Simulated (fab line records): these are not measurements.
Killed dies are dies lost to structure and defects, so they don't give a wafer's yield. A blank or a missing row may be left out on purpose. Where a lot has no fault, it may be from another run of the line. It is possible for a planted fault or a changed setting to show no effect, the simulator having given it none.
fab line records	flow sky130
[record] lots = 5	wafers = 15	lastDay = 48
route steps=708 shown SD_N@353 SD_P@359 RES_XHIGH@360 SALICIDE@361 LI_CONTACT@362
lots untouched by any fault: they come from a run of this same line in which no faults occurred
startH: the number of hours between the record's first day and the start of the first shown wafer of the lot	waitH: hours since the lot's step before	" the same as in the row above	L1.1+2: several wafers, shown together as one row	- no value, or no start given	* or withheld: withheld	< > ~ a bound
route shown NAME@n: NAME is a module with steps in the file, n the number in the route of the first one	usual: mean/standard deviation of fault-free wafers	same: alike in all rows	chamber/n: place in a boat	sites: per-site readings	_std_site: how widely they spread, as a standard deviation	_edge_site: the outer-site mean with the inner-site mean subtracted	radiusMm: how far each site lies from the wafer's centre	mask NAME#n: copy n	behind: the last tool/chamber to shape the wafer	hold: why the lot was held/for how many hours/how that ended	device: transistor that didn't switch, given as n, p or np	end of line: tests run on the same wafers once the route is complete	step lacking rows: just its recipe	killed: dies that structure and defects cost at the first sort, which is not the same as the wafer's yield	map: per-die view of a wafer (x killed, . not killed, _ where there is no die)
set.NAME: the setting the step ran with; set.NAME@STEP: the setting that earlier step ran with	model.NAME: the simulator's own value behind a step, which no gauge read
lots at selected steps of the route; one table per step, one row per wafer
services: the hour from which a tool's chamber was out of use, counted from the record's first day as startH (under 0 if before that day), plus the number of hours and why
[[steps]]
[step SKY_SD_N_STRIP_11]
[recipe] chemistry = O2/N2	powerW = 1400	pressureMtorr = 1500	platenTempC = withheld	o2FlowSccm = 3000	n2FlowSccm = 300	overashFraction = 0.5
[usual] drypumpMotorCurrentA = 5.6/0.48	oesProductAu = 0.527/0.0047	stripTimeToEndpointS = 22.54/0.046
lot.wafer	tool	chamber	startH	waitH	drypumpMotorCurrentA	oesProductAu	rfHoursCounterH	stripTimeToEndpointS
L077.4	plasmaAsher-02	1	676.15	0.1	5.8	0.529	-	22.47
L077.5	"	1	"	"	5.8	0.531	-	22.54
L077.6	"	0	"	"	5.7	0.525	-	22.48
L081.1	plasmaAsher-01	0	704.87	0.2	5.7	0.527	27	22.55
L081.3	"	1	"	"	5.0	0.541	-	22.51
L081.5	"	1	"	"	5.0	0.526	-	22.51
L082.4	plasmaAsher-01	0	707.65	0.1	5.7	0.517	-	22.44
L082.5	"	1	"	"	5.0	0.524	-	22.47
L082.6	"	0	"	"	5.7	0.526	-	22.47
L086.3	plasmaAsher-01	1	744.86	0.1	4.9	0.522	-	22.48
L086.5	"	1	"	"	4.9	0.537	-	22.51
L086.6	"	0	"	"	5.6	0.526	-	22.47
L087.1	plasmaAsher-01	0	753.07	0.1	5.7	0.524	32	22.58
L087.2	"	1	"	"	4.9	0.522	32	22.51
L087.3	"	1	"	"	4.9	0.536	-	22.57
[step SKY_SD_N_TW_MEAS_12]
[usual] SD_N_TW = 3979/27
lot.wafer	tool	chamber	startH	waitH	SD_N_TW
L077.4	filmMetro-03	-	676.25	0.1	4019
L077.5	"	-	"	"	4035
L077.6	"	-	"	"	4039
L081.1	filmMetro-02	-	704.97	0.1	3986
L081.3	"	-	"	"	3992
L081.5	"	-	"	"	3974
L082.4	filmMetro-01	-	707.75	0.1	3956
L082.5	"	-	"	"	3968
L082.6	"	-	"	"	3944
L086.3	filmMetro-03	-	744.94	0.1	3991
L086.5	"	-	"	"	4005
L086.6	"	-	"	"	3997
L087.1	filmMetro-02	-	753.17	0.1	3954
L087.2	"	-	"	"	3969
L087.3	"	-	"	"	3959
[step SKY_SD_N_CLEAN_13]
[recipe] chemistry = SC1/SC2	mix = 1:4:20	tempC = 70	timeS = 150	dry = n2Spin
[usual] bathHeatDutyPct = 13.3/1.6
lot.wafer	tool	chamber	startH	waitH	bathHeatDutyPct
L077.4	wetBench-03	2	676.28	0.0	14.4
L077.5	"	2	"	"	14.7
L077.6	"	2	"	"	12.2
L081.1	wetBench-02	0	705.03	0.1	17.3
L081.3	"	0	"	"	17.0
L081.5	"	0	"	"	16.7
L082.4	wetBench-03	3	707.78	0.0	13.5
L082.5	"	3	"	"	14.3
L082.6	"	3	"	"	13.3
L086.3	wetBench-04	2	744.98	0.0	13.3
L086.5	"	2	"	"	12.7
L086.6	"	2	"	"	12.6
L087.1	wetBench-03	1	753.23	0.1	11.8
L087.2	"	1	"	"	11.1
L087.3	"	1	"	"	12.2
[step SKY_SD_N_RTA_14]
[recipe] tempC = 1075	timeS = 2	idleTempC = 650	rampUpCPerS = 150	rampDownCPerS = 90	ambient = N2
[usual] lampPowerPct = 15.73/0.052	wafer_temp_C_max = 1077.9/1.2
lot.wafer	tool	chamber	startH	waitH	lampPowerPct	wafer_temp_C_max
L077.4	rtpAnneal-02	0	676.35	0.0	15.63	1078.5
L077.5	"	0	"	"	15.66	1077.9
L077.6	"	0	"	"	15.72	1078.9
L081.1	rtpAnneal-02	0	705.08	0.0	15.70	1077.2
L081.3	"	0	"	"	15.72	1079.8
L081.5	"	0	"	"	15.80	1076.5
L082.4	rtpAnneal-01	0	707.85	0.0	15.74	1077.5
L082.5	"	0	"	"	15.66	1077.8
L082.6	"	0	"	"	15.72	1079.0
L086.3	rtpAnneal-01	0	745.10	0.0	15.70	1077.6
L086.5	"	0	"	"	15.77	1076.2
L086.6	"	0	"	"	15.68	1077.9
L087.1	rtpAnneal-02	0	753.28	0.0	15.70	1079.1
L087.2	"	0	"	"	15.71	1078.3
L087.3	"	0	"	"	15.75	1079.8
[step SKY_SD_N_RS_MEAS_16]
[recipe] thkMeasGauge = four-point-probe
[usual] SD_N_RS = 68.61/0.11
lot.wafer	tool	chamber	startH	waitH	SD_N_RS[ohm/sq]
L077.4	filmMetro-02	-	676.56	0.1	68.56
L077.5	"	-	"	"	68.51
L077.6	"	-	"	"	68.54
L081.1	filmMetro-03	-	705.25	0.1	68.66
L081.3	"	-	"	"	68.58
L081.5	"	-	"	"	68.65
L082.4	filmMetro-03	-	708.06	0.1	68.60
L082.5	"	-	"	"	68.67
L082.6	"	-	"	"	68.59
L086.3	filmMetro-03	-	745.30	0.1	68.64
L086.5	"	-	"	"	68.90
L086.6	"	-	"	"	68.66
L087.1	filmMetro-03	-	753.45	0.1	68.67
L087.2	"	-	"	"	68.56
L087.3	"	-	"	"	68.65
[step SKY_SD_N_RS_MEAS_17]
[recipe] thkMeasGauge = four-point-probe
[usual] SD_P_RS = 147.2/0.36
lot.wafer	tool	chamber	startH	waitH	SD_P_RS[ohm/sq]
L077.4	filmMetro-02	-	676.68	0.1	146.9
L077.5	"	-	"	"	146.9
L077.6	"	-	"	"	147.1
L081.1	filmMetro-03	-	705.37	0.1	147.3
L081.3	"	-	"	"	147.1
L081.5	"	-	"	"	147.6
L082.4	filmMetro-03	-	708.18	0.1	147.3
L082.5	"	-	"	"	147.8
L082.6	"	-	"	"	147.5
L086.3	filmMetro-03	-	745.42	0.1	147.7
L086.5	"	-	"	"	147.9
L086.6	"	-	"	"	147.9
L087.1	filmMetro-03	-	753.57	0.1	147.3
L087.2	"	-	"	"	147.1
L087.3	"	-	"	"	147.5
[step SKY_SD_N_RS_MEAS_18]
[recipe] thkMeasGauge = four-point-probe
[usual] RES_XHIGH_RS = 333.4/1.2
lot.wafer	tool	chamber	startH	waitH	RES_XHIGH_RS[ohm/sq]
L077.4	filmMetro-02	-	676.80	0.1	333.4
L077.5	"	-	"	"	334.0
L077.6	"	-	"	"	333.0
L081.1	filmMetro-03	-	705.49	0.1	332.4
L081.3	"	-	"	"	332.9
L081.5	"	-	"	"	332.4
L082.4	filmMetro-03	-	708.30	0.1	334.3
L082.5	"	-	"	"	333.7
L082.6	"	-	"	"	334.3
L086.3	filmMetro-03	-	745.54	0.1	334.1
L086.5	"	-	"	"	334.2
L086.6	"	-	"	"	333.4
L087.1	filmMetro-03	-	753.69	0.1	334.1
L087.2	"	-	"	"	333.7
L087.3	"	-	"	"	333.1
[step SKY_SALICIDE_CLEAN_00]
[recipe] chemistry = HF-last	timeS = 30	dilution = 100:1	dry = ipaMarangoni
lot.wafer	tool	chamber	startH	waitH
L077.4+5+6	wetBench-02	0	676.86	0.0
L081.1+3+5	wetBench-01	1	705.61	0.1
L082.4+5+6	wetBench-04	1	708.36	0.0
L086.3+5+6	wetBench-01	3	745.62	0.1
L087.1+2+3	wetBench-02	2	753.81	0.1
[step SKY_LI_CONTACT_HDPCVD_00]
[recipe] material = PSG	targetThkNm = 930	sigmaOpenFrac = 0.3	timeS = 155	tempC = 600	sih4FlowSccm = 60	pressureMtorr = 6
lot.wafer	tool	chamber	startH	waitH
L077.4+5+6	hdpcvd-02	0,2,1	676.93	0.1
L081.1+3+5	hdpcvd-02	1,0,0	705.63	0.0
L082.4+5+6	hdpcvd-02	2,0,1	708.43	0.1
L086.3+5+6	hdpcvd-01	1,1,2	745.64	0.0
L087.1+2+3	hdpcvd-02	0,1,2	753.83	0.0
[step SKY_LI_CONTACT_THK_MEAS_01]
[recipe] reads = PSG_of_LI_CONTACT_HDPCVD_00
[usual] LI_CONTACT_HDPCVD_THK = 942/11
lot.wafer	tool	chamber	startH	waitH	LI_CONTACT_HDPCVD_THK[nm]
L077.4	filmMetro-03	-	677.01	0.0	922
L077.5	"	-	"	"	959
L077.6	"	-	"	"	955
L081.1	filmMetro-03	-	705.73	0.1	947
L081.3	"	-	"	"	949
L081.5	"	-	"	"	944
L082.4	filmMetro-02	-	708.51	0.0	946
L082.5	"	-	"	"	948
L082.6	"	-	"	"	957
L086.3	filmMetro-02	-	745.76	0.1	934
L086.5	"	-	"	"	941
L086.6	"	-	"	"	932
L087.1	filmMetro-01	-	753.93	0.1	929
L087.2	"	-	"	"	944
L087.3	"	-	"	"	937
[step SKY_LI_CONTACT_CMP_02]
[recipe] material = PSG	downForcePsi = 4	platenRpm = 60	padVelocityMS = 0.94248
[usual] motorCurrentA = 12.2/2	timeToEndpointS = 35/3.5
lot.wafer	tool	chamber	startH	waitH	motorCurrentA	timeToEndpointS
L077.4	cmp-02	1	677.04	0.0	10.0	37
L077.6	"	1	"	"	9.6	38
L077.5	"	2	"	"	12.4	34
L081.1	cmp-01	2	705.89	0.1	10.9	34
L081.3	"	3	"	"	13.0	35
L081.5	"	0	"	"	13.8	38
L082.4	cmp-02	0	708.69	0.2	10.7	40
L082.5	"	1	"	"	9.3	35
L082.6	"	2	"	"	12.0	33
L086.3	cmp-02	1	745.95	0.2	9.1	34
L086.6	"	2	"	"	12.7	29
L086.5	"	3	"	"	15.6	35
L087.1	cmp-02	1	754.10	0.2	9.2	37
L087.3	"	2	"	"	13.0	32
L087.2	"	3	"	"	16.2	37
[step SKY_LI_CONTACT_BOW_MEAS_03]
[recipe] mode = bow
[usual] LI_CONTACT_BOW = 55/7.2
lot.wafer	tool	chamber	startH	waitH	LI_CONTACT_BOW[um]
L077.4	filmMetro-02	-	677.40	0.3	52
L077.5	"	-	"	"	65
L077.6	"	-	"	"	69
L081.1	filmMetro-03	-	706.09	0.1	54
L081.3	"	-	"	"	52
L081.5	"	-	"	"	49
L082.4	filmMetro-03	-	708.90	0.2	47
L082.5	"	-	"	"	52
L082.6	"	-	"	"	64
L086.3	filmMetro-01	-	746.14	0.1	65
L086.5	"	-	"	"	38
L086.6	"	-	"	"	58
L087.1	filmMetro-02	-	754.35	0.2	57
L087.2	"	-	"	"	70
L087.3	"	-	"	"	69
[step SKY_LI_CONTACT_DEHYDRATE_04]
[recipe] tempC = 200	timeS = 60
lot.wafer	tool	chamber	startH	waitH
L077.4+5+6	lithoTrack-03	0	690.48	13.1
L081.1+3+5	lithoTrack-02	0	719.16	13.0
L082.4+5+6	lithoTrack-04	0	722.29	13.4
L086.3+5+6	lithoTrack-02	0	758.76	12.6
L087.1+2+3	lithoTrack-02	0	766.96	12.6
[step SKY_LI_CONTACT_HMDS_05]
[recipe] primeTimeS = 60	primeTempC = 120
lot.wafer	tool	chamber	startH	waitH
L077.4+5+6	lithoTrack-03	0	690.63	0.1
L081.1+3+5	lithoTrack-02	0	719.31	0.1
L082.4+5+6	lithoTrack-04	0	722.44	0.1
L086.3+5+6	lithoTrack-02	0	758.91	0.1
L087.1+2+3	lithoTrack-02	0	767.11	0.1
[step SKY_LI_CONTACT_COAT_06]
[recipe] resist = BARC	tempC = withheld	timeS = withheld	spinRpm = 3000	resistThkNm = 60
[usual] spinSpeedRpm = 3000.0/2.3
lot.wafer	tool	chamber	startH	waitH	spinSpeedRpm
L077.4	lithoTrack-03	0	690.78	0.1	2999.4
L077.5	"	0	"	"	2995.4
L077.6	"	0	"	"	2998.5
L081.1	lithoTrack-02	0	719.46	0.1	2995.5
L081.3	"	0	"	"	2998.9
L081.5	"	0	"	"	3000.5
L082.4	lithoTrack-04	0	722.59	0.1	3000.0
L082.5	"	0	"	"	2998.5
L082.6	"	0	"	"	3000.1
L086.3	lithoTrack-02	0	759.06	0.1	3001.4
L086.5	"	0	"	"	3002.0
L086.6	"	0	"	"	3004.2
L087.1	lithoTrack-02	0	767.26	0.1	2998.8
L087.2	"	0	"	"	3000.1
L087.3	"	0	"	"	2996.1
[step SKY_LI_CONTACT_COAT_07]
[recipe] resist = KrF-thick	spinRpm = 3000	resistThkNm = 450
[usual] spinSpeedRpm = 3000.4/2.2
lot.wafer	tool	chamber	startH	waitH	spinSpeedRpm
L077.4	lithoTrack-03	0	-	-	3003.7
L077.5	"	0	"	"	3004.5
L077.6	"	0	"	"	3002.4
L081.1	lithoTrack-02	0	-	-	2995.7
L081.3	"	0	"	"	2994.4
L081.5	"	0	"	"	3000.6
L082.4	lithoTrack-04	0	-	-	3000.6
L082.5	"	0	"	"	3000.5
L082.6	"	0	"	"	3005.1
L086.3	lithoTrack-02	0	-	-	3003.3
L086.5	"	0	"	"	3002.8
L086.6	"	0	"	"	2998.8
L087.1	lithoTrack-02	0	-	-	3005.5
L087.2	"	0	"	"	3000.1
L087.3	"	0	"	"	3001.3
[[services]]
tool	chamber	startH	hours	kind
hdpcvd-01	0	665.75	-	clean
hdpcvd-01	1	665.75	-	clean
hdpcvd-01	2	665.75	-	clean
cmp-01	-	676.99	0.8	repair
cmp-01	-	683.09	5.9	repair
plasmaAsher-02	-	691.70	0.6	repair
lithoTrack-04	-	709.09	-	consumableReplace:filter
wetBench-02	-	709.89	2.3	repair
cmp-02	-	719.46	2.6	repair
hdpcvd-01	1	730.53	9.6	repair
plasmaAsher-02	-	733.75	9.0	pm
plasmaAsher-02	0	733.75	9.0	ventCycle
plasmaAsher-02	1	733.75	9.0	ventCycle
cmp-01	-	738.47	2.0	repair
plasmaAsher-02	0	742.75	-	clean
plasmaAsher-02	1	742.75	-	clean
cmp-01	-	753.95	0.7	repair
hdpcvd-02	2	754.83	13.1	repair
cmp-01	-	759.44	4.0	pm
plasmaAsher-01	-	760.57	2.8	pm
cmp-01	-	763.44	-	consumableReplace:conditioner
cmp-01	-	763.44	-	consumableReplace:pad
hdpcvd-01	-	764.70	2.8	pm
[[key]]
fault none
